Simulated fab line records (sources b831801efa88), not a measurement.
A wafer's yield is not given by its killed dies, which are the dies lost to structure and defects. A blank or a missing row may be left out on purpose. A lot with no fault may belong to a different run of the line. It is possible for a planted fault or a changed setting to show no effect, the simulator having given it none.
The same fault as seen by 2 desks -- flow gf180mcu -- what lay behind the numbers comes last; until then each desk has only its own

== AT THE TOOL OWNER'S DESK: implanter-01 ==
The tool's own readings at GF_NWELL_IMPLANT_09, given as means over the sampled wafers that have a number, one for each lot that went through this tool. Any lot whose mean is over 4 standard deviations away from the usual mean is out of limits and marked OUT; that distance is given in the brackets.
Columns: A = tiltDeg at GF_NWELL_IMPLANT_09, usual -0.007 degrees
lot,first seen here,A
L302,day 3 17:23,-0.005
L303,day 3 18:20,-0.007
L305,day 4 07:04,-0.025
L306,day 4 10:25,-0.014
L309,day 5 03:16,-0.029
L312,day 5 13:39,3.990 (+99 or more) OUT
L316,day 6 11:47,3.968 (+99 or more) OUT
L325,day 8 13:02,-0.009
Finding of this desk: L312, L316 out of limits; the first was L312 at day 5 13:39, on tiltDeg at GF_NWELL_IMPLANT_09. Within limits: L302, L303, L305, L306, L309, L325.

== METROLOGY DESK ==
Means of the sampled wafers that have a number, per lot and without regard to the tool the lot ran on: this is what the gauges read. Any lot whose mean is over 4 standard deviations away from the usual mean is out of limits and marked OUT; that distance is given in the brackets.
Columns: A = VT_IMPLANT_TW at GF_VT_IMPLANT_TW_MEAS_10, usual 569; B = NWELL_RS at GF_VT_IMPLANT_RS_MEAS_47, usual 487.8 ohm/sq; C = LVPWELL_RS at GF_VT_IMPLANT_RS_MEAS_48, usual 1198 ohm/sq
lot,first seen here,A,B,C
L302,day 6 02:31,571,488.7,1198
L303,day 6 03:19,567,487.7,1198
L305,day 6 18:28,574,489.2,1198
L306,day 6 22:12,572,487.9,1201
L308,day 7 11:08,563,486.9,1199
L309,day 7 17:02,562,489.3,1196
L312,day 8 04:31,573,478.9 (-6.9) OUT,1196
L316,day 9 04:57,558,478.9 (-6.9) OUT,1197
L320,day 10 03:56,575,487.3,1195
L321,day 10 09:54,576,490.2,1203
L323,day 10 23:35,573,487.6,1200
L324,day 11 05:54,573,485.8,1201
L325,day 11 12:06,570,487.8,1194
Per this desk, out of limits: L312, L316; the first was L312, day 10 07:19 (NWELL_RS at GF_VT_IMPLANT_RS_MEAS_47). Within limits: L302, L303, L305, L306, L308, L309, L320, L321, L323, L324, L325.

== ALL TOGETHER ==
The tool owner's desk had the chance to raise an alarm at day 5 13:39 on L312, L316.
At day 10 07:19 the metrology desk could have sounded an alarm, on L312, L316.
GF_NWELL_IMPLANT_09 was run on implanter-01 by each of the lots named.

== WHAT HAD BEEN PUT IN BY THE SIMULATOR ==
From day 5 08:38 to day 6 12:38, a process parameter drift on implanter-01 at GF_NWELL_IMPLANT_09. The setting tiltDeg was moved by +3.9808, starting from 0. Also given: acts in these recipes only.
Struck lots among those shown: L312, L316.
Counting hours from when the fault started, the first reading out of limits came at 5 for the tool owner's desk and at 119 for the metrology desk.
